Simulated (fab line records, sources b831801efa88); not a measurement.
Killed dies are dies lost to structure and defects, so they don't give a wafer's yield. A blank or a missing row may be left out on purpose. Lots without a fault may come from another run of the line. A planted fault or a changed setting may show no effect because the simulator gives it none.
Chamber matching | flow sky130 | SKY_VIA4_ETCH_12 on rie_diel-01: 4 sister chambers
The step etches SiO2 in C4F8/O2/Ar, stops on TiN, target depth 580 nm. 14 wafers are shown with their chamber, then 7 later ones without.

WAFERS WITH THEIR CHAMBER
wafer  | chamber | bias_w (W) | oes_product_au (a.u.)
L075.2 | 3       | 1199       | 0.926
L075.3 | 2       | 1195       | 0.926
L075.4 | 0       | 1203       | 0.924
L076.1 | 3       | 1197       | 0.929
L076.5 | 3       | 1198       | 0.926
L076.6 | 0       | 1199       | 0.926
L084.1 | 1       | 1199       | 0.918
L084.2 | 0       | 1205       | 0.925
L084.5 | 1       | 1201       | 0.923
L091.1 | 1       | 1199       | 0.928
L091.2 | 3       | 1203       | 0.928
L091.6 | 1       | 1201       | 0.927
L094.1 | 0       | 1206       | 0.925
L094.3 | 1       | 1200       | 0.930

SIGNATURES (means of the wafers above)
reading        | chamber 0 | chamber 1 | chamber 2 | chamber 3 | scatter within a chamber
bias_w         | 1203.25   | 1200.00   | 1195.00   | 1199.25   | 2.31
oes_product_au | 0.92500   | 0.92520   | 0.92600   | 0.92725   | 0.00316
Rule: a wafer's distance from a chamber is the root of the sum, over the readings, of the square of ((its reading less the chamber's mean) divided by the reading's scatter). The wafer belongs to the nearest chamber; if the next one is less than 2 further off, it can't be placed. The scatter: the root of (the sum of the squares of (reading less its chamber's mean) over the shown wafers, divided by (wafers less chambers)).

WAFERS WITHOUT THEIR CHAMBER
wafer  | bias_w (W) | oes_product_au (a.u.)
L094.6 | 1201       | 0.933
L096.1 | 1199       | 0.917
L096.4 | 1195       | 0.929
L096.5 | 1197       | 0.924
L095.1 | 1196       | 0.930
L095.5 | 1199       | 0.938
L095.6 | 1201       | 0.927

WHICH CHAMBER EACH WENT THROUGH
wafer  | from the rows above               | in truth
L094.6 | can't be placed: 3 or 1 or 0 or 2 | 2
L096.1 | can't be placed: 1 or 0 or 3 or 2 | 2
L096.4 | can't be placed: 2 or 3 or 1      | 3
L096.5 | can't be placed: 2 or 1 or 3 or 0 | 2
L095.1 | can't be placed: 2 or 3 or 1      | 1
L095.5 | can't be placed: 3 or 1 or 2 or 0 | 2
L095.6 | can't be placed: 1 or 3 or 0 or 2 | 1
Placed correctly: 0 of 7. Can't be placed from these rows: 7 (the true chamber is among the candidates in 7). Placed wrongly: 0.
